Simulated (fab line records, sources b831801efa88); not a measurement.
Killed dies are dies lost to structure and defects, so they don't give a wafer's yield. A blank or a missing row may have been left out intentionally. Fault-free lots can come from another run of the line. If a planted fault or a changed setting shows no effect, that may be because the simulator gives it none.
A lot that was struck, set against a sound lot / flow sky130 / 15 steps out of a route of 708
Sound: the wafers L647.1, L647.4, L647.5. Struck: wafers L665.1, L665.6 (left out: L665.2, a lot-mate that was not struck); the cause follows at the end.
Per side, at each step with rows, come the tool, then ch with its chambers, and then its first start. Under that, the readings that differ: sound wafers / struck wafers / difference of the means / sigmas: that difference in standard deviations of wafers without a fault.
alike: readings with means less than 2 such deviations apart, plus words and numbers identical on both sides. not compared: withheld readings, readings lacking a value on some wafer, bounds such as >300 that could conceal the same value, and numbers that have no deviation in the record and whose values overlap.
Wherever a step has rows on one side only, a row that says differs or no value, or a row with sigmas, the two part there. When numbers do not overlap yet have no deviation, they are printed without sigmas and do not part them. Lack of a reading on every wafer of one side parts them only where that side has two or more wafers.

SKY_VIA1_CD_MEAS_12: target cd 150 nm.
  sound on cd-sem-02, day 34 03:32; struck on cd-sem-01, day 39 16:14
  alike: cd-nm
SKY_VIA1_OVL_MEAS_13:
  sound on overlay-02, day 34 03:40; struck on overlay-02, day 39 16:21
  alike: VIA1_OVL
SKY_VIA1_ETCH_14: etches BARC in N2/H2, stops on SiO2, time 45.9 s, target depth 60 nm.
  sound on rie-diel-03 ch 1,2, day 34 03:42; struck on rie-diel-03 ch 1,2, day 39 16:23
  alike: chamber-pressure-mTorr, drypump-motor-current-A, oes-product-au, throttle-valve-pct
  not compared: rf-hours-counter-h
then, 1 step without rows for these wafers: SKY_VIA1_ETCH_15 (etches SiO2 in C4F8/O2/Ar, stops on TiN, target depth 351 nm, time 54 s).
SKY_VIA1_STRIP_16: strips in O2/N2.
  sound on plasma-asher-03 ch 0,1, day 34 03:47; struck on plasma-asher-03 ch 0,1, day 39 16:28
  alike: chamber-pressure-mTorr, drypump-motor-current-A, oes-product-au, strip-time-to-endpoint-s
  not compared: rf-hours-counter-h
then, 3 steps without rows for these wafers: SKY_VIA1_STRIP_17 (strips in post etch residue remover, time 1200 s); SKY_VIA1_CLEAN_18 (cleans in IPA, time 180 s); SKY_VIA1_CLEAN_19 (cleans in O3/DIW).
SKY_VIA1_SPUTTER_20: material TiN, target thk 20 nm, time 80 s.
  sound on pvd-sputter-04, day 34 04:25; struck on pvd-sputter-04, day 39 17:07
  alike: throttle-valve-pct
SKY_VIA1_CVD_21: deposits W, target thk 270 nm, time 80.902 s.
  sound on cvd-w-02 ch 0,1, day 34 04:29; struck on cvd-w-02 ch 0,1, day 39 17:11
  alike: heater-power-w
SKY_VIA1_RS_MEAS_22: uses a four-point probe to measure.
  sound on film-metro-01, day 34 04:34; struck on film-metro-01, day 39 17:17
  alike: VIA1_W_RS
SKY_VIA1_THK_MEAS_23: measures by xrf.
  sound on film-metro-01, day 34 04:41; struck on film-metro-01, day 39 17:24
  alike: VIA1_W_THK
SKY_VIA1_CMP_24: polishes, stops on SiO2, t overpolish 15 s, target thk 0 nm.
  sound on cmp-01 ch 0,1, day 34 04:48; struck on cmp-01 ch 0, day 39 17:30
reading=overpolish-run-s (s); sound=15.000 15.001 15.012; struck=0.038 0.039; difference=-14.966; sigmas=-99 or more
reading=time-to-endpoint-s (s); sound=66 72 70; struck=105 105; difference=+36; sigmas=+11
  alike: motor-current-A
SKY_METAL2_SPUTTER_00: material Ti, target thk 15 nm, time 10 s.
  rows exist in the record for the sound wafers here (pvd-sputter-01, day 34 05:03), none for the struck ones
-- the record jumps here: 11 days lie between the struck wafers' starts before and after (it left off in module METAL2 and takes up again in module PAD_OPEN, whose first step shown is number 708 of the route) --
SKY_PAD_OPEN_PROBE_99:
  the record has rows for the struck wafers here (prober-02, day 50 05:53) and none for the sound ones

== WHERE THEY PART ==
Earliest at SKY_VIA1_CMP_24; latest, in this record, at SKY_PAD_OPEN_PROBE_99.

WHY: what the simulator had put in
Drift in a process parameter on cmp-01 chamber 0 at SKY_VIA1_CMP_24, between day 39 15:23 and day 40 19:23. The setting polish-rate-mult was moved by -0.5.
